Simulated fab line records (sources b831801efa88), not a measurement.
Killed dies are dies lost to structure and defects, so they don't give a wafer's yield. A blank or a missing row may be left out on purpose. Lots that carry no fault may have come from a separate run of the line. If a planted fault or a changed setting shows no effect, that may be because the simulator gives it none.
A struck lot beside a sound one | flow sfq-line | 13 steps out of a route of 325
Sound: the wafers L499.2, L499.5, L499.6. Wafers struck: L502.2, L502.5, L502.6. The cause is given at the end.
At each step with rows: each side's tool, then ch and its chambers, then its first start. Under that, the readings that differ: sound wafers | struck wafers | difference of the means | sigmas: that difference in standard deviations of wafers without a fault.
alike: readings whose means differ by less than 2 such deviations, and words and numbers that are the same on both sides. not compared: withheld readings, readings that some wafer has no value for, bounds like >300 that may hide the same value, and numbers for which the record gives no deviation and whose values overlap.
A row with sigmas, a row that says differs or no value, or rows on one side alone: a step with any of these is where the two part. Numbers that have no deviation but don't overlap get no sigmas and don't part them. Lack of a reading on every wafer of one side parts them only where that side has two or more wafers.

SFQ_I6_OVL_MEAS_942:
  sound: overlay-02 at day 76 04:31; struck: overlay-02 at day 77 06:55
  reading     | sound     | struck   | difference | sigmas
  I6_OVL (nm) | -6 -9 -10 | 15 14 14 | +23        | +4
SFQ_TRILAYER_I6_VIA_BARC_OPEN_VIA_ETCH_235: etches BARC in O2, target depth 125 nm, time 41.7 s.
  sound on rie-diel-01 ch 0,1, day 76 04:33; struck on rie-diel-02 ch 0,1, day 77 06:57
  alike: drypump-motor-current-A, oes-product-au
  not compared: rf-hours-counter-h
SFQ_TRILAYER_I6_VIA_ETCH_VIA_ETCH_172: etches SiO2 in CHF3, stops on Nb, target depth 260 nm.
  sound on rie-diel-01 ch 0,1, day 76 04:35; struck on rie-diel-02 ch 0,1, day 77 06:59
  alike: drypump-motor-current-A, oes-product-au
SFQ_TRILAYER_I6_VIA_STRIP_STRIP_173: strips in O2.
  sound on rie-metal-03 ch 0,1, day 76 04:43; struck on rie-metal-01 ch 0,1, day 77 07:07
  alike: drypump-motor-current-A, oes-product-au
  not compared: rf-hours-counter-h
then, 2 steps without rows for these wafers: SFQ_TRILAYER_I6_VIA_STRIP_SOLV_CLEAN_174 (cleans in NMP, time 600 s); SFQ_TRILAYER_M7_DEP_PRE_CLEAN_176 (time 22.5 s).
SFQ_TRILAYER_M7_DEP_SPUTTER_175: material Nb, target thk 200 nm, time 133.3 s.
  sound: pvd-sputter-06 at day 76 05:32; struck: pvd-sputter-06 at day 77 07:55
  alike: throttle-valve-pct
SFQ_M7_RS_MEAS_943: uses a four-point probe to measure.
  sound: film-metro-04 at day 76 05:38; struck: film-metro-02 at day 77 08:01
  alike: M7_NB_RS
then, 3 steps without rows for these wafers: SFQ_TRILAYER_M7_LITHO_COAT_182 (resist thk 62 nm); SFQ_TRILAYER_M7_LITHO_COAT_177 (resist thk 600 nm); SFQ_TRILAYER_M7_LITHO_SOFTBAKE_181.
-- the record jumps here: 4 days lie between the struck wafers' starts before and after --
SFQ_TRILAYER_M7_LITHO_EXPOSE_178: exposes mask M7, target cd 500 nm.
  sound on krf-scanner-02 ch 0, day 80 10:42; struck on krf-scanner-01, day 81 07:13
  no value came back on the struck wafers for exposure-dose-mJ-cm2, focus-offset-nm (nm), stage-vel-mm-s (mm/s); on the sound wafers exposure-dose-mJ-cm2 reads 14.421 14.387 14.385
  alike: mask
then, 1 step without rows for these wafers: SFQ_TRILAYER_M7_LITHO_PEB_180 (peb time 60 s).

## WHERE THEY PART
At SFQ_I6_OVL_MEAS_942 first; at SFQ_TRILAYER_M7_LITHO_EXPOSE_178 last (within this record only).

WHY: the cause the simulator had injected
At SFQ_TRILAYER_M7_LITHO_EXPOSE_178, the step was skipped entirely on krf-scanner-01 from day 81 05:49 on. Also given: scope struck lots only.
